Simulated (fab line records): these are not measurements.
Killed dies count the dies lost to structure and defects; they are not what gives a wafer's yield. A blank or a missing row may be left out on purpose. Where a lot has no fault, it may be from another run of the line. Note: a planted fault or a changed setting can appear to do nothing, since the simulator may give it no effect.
fab line records	flow sfq_line
record: lots: 6	wafers: 18	last_day: 78
route steps=325 shown M4@162 I4@163
lots untouched by any fault: they come from a run of this same line in which no faults occurred
start_h: the number of hours between the record's first day and the start of the first shown wafer of the lot	wait_h: hours elapsed since this lot's preceding step	" repeats the value in the row above	L1.1+2: several wafers, shown together as one row	- no value present, or no start provided	* or withheld: withheld	< > ~ a bound
route shown NAME@n: a module of which the file shows steps, and the number in the route of the first	usual: mean and standard deviation over wafers with no fault	same: alike in all rows	chamber/n: place in a boat	sites: each site's reading	_std_site: their standard deviation	_edge_site: mean of outer sites minus mean of inner sites	radius_mm: for every site, how far away it sits from the centre of the wafer	mask NAME#n: copy n	behind: the last tool/chamber to shape the wafer	hold: why the lot went on hold/how many hours it stayed there/how the hold came to an end	device: transistor that didn't switch, given as n, p or np	end of line: at the end of the route, the tests of the same wafers	a step with no rows: only its recipe	killed: dies lost to structure and defects at the first sort, not the wafer's yield	map: dies across one wafer; x = killed, . = not, _ = none there
set.NAME: the setting as run; set.NAME@STEP: as run at that earlier step	model.NAME: the simulator's own value behind a step, which no gauge read
lots at selected steps of the route; one table per step, one row per wafer
services: a tool's chamber out of use, with start hour (start_h, from the record's first day; less than 0 if before it), hours out, and reason
== steps ==
step: SFQ_TRILAYER_M4_STRIP_SOLV_CLEAN_098
recipe: chemistry: NMP	temp_c: 70	time_s: 600
step: SFQ_TRILAYER_I4_DEP_PECVD_099
recipe: material: SiO2	temp_c: 150	time_s: 111.11	pressure_torr: 2.4	rf_w: 183.3	precursor: SiH4/N2O	target_thk_nm: 500
usual: heater_power_w: 78/11	showerhead_vpp_V: 833/26	throttle_valve_pct: 24.5/1.4
lot.wafer	tool	chamber	start_h	wait_h	heater_power_w	showerhead_vpp_V	throttle_valve_pct
L200.1	pecvd-04	2	833.45	0.0	88	831	25.6
L200.4	"	0	"	"	81	860	26.6
L200.5	"	2	"	"	91	837	25.7
L203.1	pecvd-04	1	873.16	0.0	76	812	24.1
L203.2	"	2	"	"	98	830	25.3
L203.4	"	2	"	"	98	839	25.3
L204.2	pecvd-04	0	877.77	0.0	89	847	26.8
L204.4	"	2	"	"	100	839	25.4
L204.5	"	0	"	"	90	862	26.8
L219.2	pecvd-04	0	998.51	0.0	77	855	25.3
L219.5	"	0	"	"	82	863	25.3
L219.6	"	2	"	"	98	826	24.4
L221.1	pecvd-02	1	1002.00	0.0	66	858	25.7
L221.2	"	0	"	"	48	850	23.8
L221.5	"	1	"	"	70	860	25.7
L222.1	pecvd-04	0	1009.98	0.0	81	868	25.5
L222.2	"	1	"	"	68	807	22.4
L222.5	"	1	"	"	72	815	22.6
step: SFQ_TRILAYER_I4_CMP_CMP_100
recipe: material: SiO2	down_force_psi: 3	platen_rpm: 60	pad_velocity_m_s: 0.94248
usual: motor_current_A: 10.6/1.1	time_to_endpoint_s: 214/8.3
lot.wafer	tool	chamber	start_h	wait_h	motor_current_A	time_to_endpoint_s
L200.4	cmp-01	1	863.49	30.0	12.4	222
L200.1	"	2	"	"	11.4	203
L200.5	"	0	864.99	31.5	11.1	224
L203.4	cmp-02	3	909.50	36.3	11.0	209
L203.2	"	1	910.50	37.3	9.3	215
L203.1	"	2	"	"	9.3	217
L204.2	cmp-02	2	920.23	42.4	9.8	211
L204.4	"	3	"	"	11.1	206
L204.5	"	2	922.23	44.4	9.8	228
L219.2	cmp-01	3	1053.88	55.3	11.1	211
L219.6	"	1	1054.88	56.3	12.4	227
L219.5	"	2	"	"	10.8	210
L221.1	cmp-01	1	1055.88	53.8	13.0	217
L221.2	"	2	"	"	10.8	206
L221.5	"	1	1057.88	55.8	12.8	220
L222.1	cmp-01	0	1064.88	54.9	10.7	210
L222.2	"	2	1065.88	55.9	11.2	199
L222.5	"	0	1066.88	56.8	11.0	208
step: SFQ_I4_BOW_MEAS_927
recipe: mode: bow
usual: I4_BOW: 4/9.6
lot.wafer	tool	chamber	start_h	wait_h	I4_BOW[um]
L200.1	film_metro-01	-	865.49	1.0	16
L200.4	"	-	"	"	15
L200.5	"	-	"	"	10
L203.1	film_metro-04	-	912.50	1.0	6
L203.2	"	-	"	"	6
L203.4	"	-	"	"	4
L204.2	film_metro-01	-	923.25	2.5	-2
L204.4	"	-	"	"	11
L204.5	"	-	"	"	8
L219.2	film_metro-01	-	1055.90	1.5	7
L219.5	"	-	"	"	-3
L219.6	"	-	"	"	4
L221.1	film_metro-01	-	1058.88	2.5	-6
L221.2	"	-	"	"	6
L221.5	"	-	"	"	7
L222.1	film_metro-03	-	1067.88	2.5	-12
L222.2	"	-	"	"	-7
L222.5	"	-	"	"	-9
step: SFQ_TRILAYER_I4_METRO_MEASURE_101
usual: thk_nm: 199.6/1.3
lot.wafer	tool	chamber	start_h	wait_h	thk_nm
L200.1	film_metro-01	-	865.61	0.1	198.9
L200.4	"	-	"	"	200.8
L200.5	"	-	"	"	201.2
L203.1	film_metro-04	-	912.62	0.1	201.5
L203.2	"	-	"	"	199.1
L203.4	"	-	"	"	197.8
L204.2	film_metro-01	-	923.55	0.3	201.6
L204.4	"	-	"	"	199.4
L204.5	"	-	"	"	200.8
L219.2	film_metro-01	-	1056.20	0.3	199.4
L219.5	"	-	"	"	197.7
L219.6	"	-	"	"	199.4
L221.1	film_metro-01	-	1059.00	0.1	197.6
L221.2	"	-	"	"	196.6
L221.5	"	-	"	"	199.5
L222.1	film_metro-03	-	1068.00	0.1	198.5
L222.2	"	-	"	"	196.8
L222.5	"	-	"	"	199.7
step: SFQ_TRILAYER_I4_VIA_LITHO_COAT_108
recipe: resist: BARC	spin_rpm: 3000	resist_thk_nm: 62
step: SFQ_TRILAYER_I4_VIA_LITHO_COAT_103
recipe: resist: KrF	spin_rpm: 3000	resist_thk_nm: 650
step: SFQ_TRILAYER_I4_VIA_LITHO_SOFTBAKE_107
recipe: temp_c: withheld	time_s: withheld	resist: KrF
step: SFQ_TRILAYER_I4_VIA_LITHO_EXPOSE_104
recipe: mask_id: I4	na: 0.6	source_shape: conventional	sigma_outer: 0.65	target_cd_nm: 700	dose_mj: 21.3
step: SFQ_TRILAYER_I4_VIA_LITHO_PEB_106
recipe: peb_temp_c: 115	peb_time_s: 60	resist: KrF
step: SFQ_TRILAYER_I4_VIA_LITHO_DEVELOP_105
recipe: time_s: 60	resist: KrF
step: SFQ_I4_OVL_MEAS_928
usual: I4_OVL: 1/5.2
lot.wafer	tool	chamber	start_h	wait_h	I4_OVL[nm]
L200.1	overlay-02	-	947.32	0.1	7
L200.4	"	-	"	"	3
L200.5	"	-	"	"	17
L203.1	overlay-02	-	992.92	0.1	-3
L203.2	"	-	"	"	1
L203.4	"	-	"	"	7
L204.2	overlay-02	-	1000.13	0.1	-5
L204.4	"	-	"	"	1
L204.5	"	-	"	"	-4
L219.2	overlay-02	-	1129.17	0.1	6
L219.5	"	-	"	"	-5
L219.6	"	-	"	"	-5
L221.1	overlay-02	-	1131.57	0.1	2
L221.2	"	-	"	"	3
L221.5	"	-	"	"	-4
L222.1	overlay-02	-	1139.97	0.1	0
L222.2	"	-	"	"	-7
L222.5	"	-	"	"	-1
step: SFQ_TRILAYER_I4_VIA_BARC_OPEN_VIA_ETCH_146
recipe: mask_material: PR	chemistry: O2	target_depth_nm: 125	target: BARC	source_w: 500	bias_w: 80	pressure_mtorr: 30	time_s: 41.7
usual: bias_w: 80.02/0.22	drypump_motor_current_A: 5.9/0.57	oes_product_au: 0.685/0.0048
lot.wafer	tool	chamber	start_h	wait_h	bias_w	drypump_motor_current_A	oes_product_au	rf_hours_counter_h	model.KrF_of_TRILAYER_I4_VIA_LITHO_COAT_103.thk_nm
L200.1	rie_diel-01	3	947.36	0.0	80.18	5.9	0.680	3	571.2
L200.4	"	0	"	"	80.15	4.9	0.680	1	572.1
L200.5	"	3	"	"	80.21	5.9	0.684	-	569.1
L203.1	rie_diel-01	3	992.96	0.0	80.16	5.9	0.681	4	573.6
L203.2	"	1	"	"	80.31	6.0	0.675	9	572.5
L203.4	"	2	"	"	80.10	6.3	0.683	9	570.9
L204.2	rie_diel-03	2	1000.16	0.0	80.11	6.3	0.697	12	571.1
L204.4	"	1	"	"	80.08	6.3	0.687	4	572.4
L204.5	"	2	"	"	80.12	6.3	0.676	-	569.1
L219.2	rie_diel-01	2	1129.20	0.0	80.08	6.3	0.675	12	591.7
L219.5	"	3	"	"	80.23	5.9	0.679	-	592.5
L219.6	"	2	"	"	79.88	6.3	0.687	-	573
L221.1	rie_diel-01	1	1131.60	0.0	80.06	6.0	0.690	12	595.4
L221.2	"	3	"	"	79.59	5.9	0.679	7	592
L221.5	"	0	"	"	80.12	4.9	0.682	-	594.7
L222.1	rie_diel-04	3	1140.00	0.0	80.19	5.7	0.688	17	570.5
L222.2	"	1	"	"	80.30	5.7	0.679	14	572.5
L222.5	"	3	"	"	80.32	5.8	0.689	-	573.1
step: SFQ_TRILAYER_I4_VIA_ETCH_VIA_ETCH_106
recipe: target: SiO2	stop_on: Nb	mask_material: PR	taper_deg: 20	chemistry: CHF3	target_depth_nm: 260	source_w: 500	bias_w: 80	pressure_mtorr: 30	time_s: withheld
usual: bias_w: 79.99/0.27	drypump_motor_current_A: 5.9/0.57	oes_product_au: 0.854/0.0053
lot.wafer	tool	chamber	start_h	wait_h	bias_w	drypump_motor_current_A	oes_product_au	model.KrF_of_TRILAYER_I4_VIA_LITHO_COAT_103.thk_nm
L200.1	rie_diel-01	3	947.40	0.0	80.12	5.9	0.853	526
L200.4	"	0	"	"	80.40	4.9	0.858	527.2
L200.5	"	3	"	"	79.68	5.9	0.854	523.4
L203.1	rie_diel-01	3	993.00	0.0	79.98	5.9	0.864	528.3
L203.2	"	1	"	"	80.33	6.0	0.852	527
L203.4	"	2	"	"	79.69	6.3	0.846	524.6
L204.2	rie_diel-03	2	1000.20	0.0	80.22	6.2	0.856	524.1
L204.4	"	1	"	"	80.20	6.3	0.855	526.6
L204.5	"	2	"	"	80.26	6.2	0.851	522.3
L219.2	rie_diel-01	2	1129.24	0.0	80.07	6.3	0.858	546.2
L219.5	"	3	"	"	80.52	5.9	0.851	546.9
L219.6	"	2	"	"	80.05	6.3	0.850	527.5
L221.1	rie_diel-01	1	1131.64	0.0	80.11	6.0	0.851	550.3
L221.2	"	3	"	"	80.25	5.9	0.839	546.5
L221.5	"	0	"	"	79.97	4.9	0.853	550.2
L222.1	rie_diel-04	3	1140.04	0.0	80.17	5.7	0.850	524.5
L222.2	"	1	"	"	80.21	5.7	0.849	527.2
L222.5	"	3	"	"	80.08	5.8	0.856	527.3
step: SFQ_TRILAYER_I4_VIA_STRIP_STRIP_107
recipe: gas: O2	power_w: 200	platen_temp_c: 40	overash_fraction: 0.65	chemistry: O2	pressure_mtorr: 50
usual: drypump_motor_current_A: 5.9/0.36	oes_product_au: 1.000/0.012
lot.wafer	tool	chamber	start_h	wait_h	drypump_motor_current_A	oes_product_au	rf_hours_counter_h
L200.1	rie_metal-03	0	947.51	-	5.9	1.021	160
L200.4	"	0	"	"	5.9	1.014	-
L200.5	"	0	"	"	5.9	1.011	-
L203.1	rie_metal-03	1	993.11	-	6.6	1.006	117
L203.2	"	0	"	"	5.9	0.999	169
L203.4	"	0	"	"	5.9	1.009	-
L204.2	rie_metal-02	0	1000.58	-	5.6	0.997	-
L204.4	"	0	"	"	5.6	0.995	-
L204.5	"	0	"	"	5.5	0.998	-
L219.2	rie_metal-03	0	1129.35	-	5.9	1.003	13
L219.5	"	0	"	"	5.9	1.002	-
L219.6	"	1	"	"	6.6	0.991	-
L221.1	rie_metal-03	1	1131.75	-	6.6	0.983	145
L221.2	"	0	"	"	5.9	0.997	13
L221.5	"	1	"	"	6.6	0.983	-
L222.1	rie_metal-02	0	1140.15	-	5.6	0.999	112
L222.2	"	1	"	"	5.7	1.008	24
L222.5	"	1	"	"	5.8	1.023	-
== services ==
tool	chamber	start_h	hours	kind
cmp-01	-	834.88	0.6	repair
rie_diel-01	2	863.19	4.3	repair
pecvd-04	1	884.91	6.1	repair
rie_metal-03	1	898.54	26.2	repair
cmp-01	-	913.49	6.4	pm
cmp-01	-	919.88	4.0	pm
rie_metal-03	-	923.14	0.3	repair
film_metro-01	-	927.01	3.0	repair
pecvd-04	-	933.25	14.0	pm
film_metro-01	-	946.08	1.1	pm
rie_diel-01	0	948.87	8.1	repair
rie_diel-01	1	952.81	2.5	repair
cmp-01	-	993.30	0.4	repair
film_metro-01	-	1003.20	2.2	pm
film_metro-01	-	1011.96	2.7	pm
pecvd-04	0	1013.89	2.8	repair
film_metro-01	-	1032.66	0.8	pm
pecvd-04	-	1047.00	1.1	repair
rie_diel-01	3	1074.49	3.6	repair
rie_metal-03	-	1077.54	2.8	pm
rie_diel-01	3	1094.18	2.9	repair
rie_diel-01	3	1134.59	14.3	repair
rie_diel-01	1	1137.71	2.0	repair
rie_diel-01	0	1139.34	17.8	repair
== key ==
first_sign none at tools or gauges
model_effect: step: SFQ_TRILAYER_I4_VIA_BARC_OPEN_VIA_ETCH_146	value: KrF_of_TRILAYER_I4_VIA_LITHO_COAT_103.thk_nm	without: 573	struck: 593.2
model_effect: step: SFQ_TRILAYER_I4_VIA_ETCH_VIA_ETCH_106	value: KrF_of_TRILAYER_I4_VIA_LITHO_COAT_103.thk_nm	without: 527.8	struck: 548
met_at SFQ_TRILAYER_I4_VIA_BARC_OPEN_VIA_ETCH_146
struck_wafers L219.2,L219.5,L221.1,L221.2,L221.5
onset_between 992.96 1129.20
fault: kind: process_parameter_drift	tool: rie_diel-01	chamber: -	onset_h: 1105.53	steps: SFQ_TRILAYER_I4_VIA_BARC_OPEN_VIA_ETCH_146	channel: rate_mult	offset: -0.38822	shape: step	end_h: 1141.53	scope: struck_wafers_only
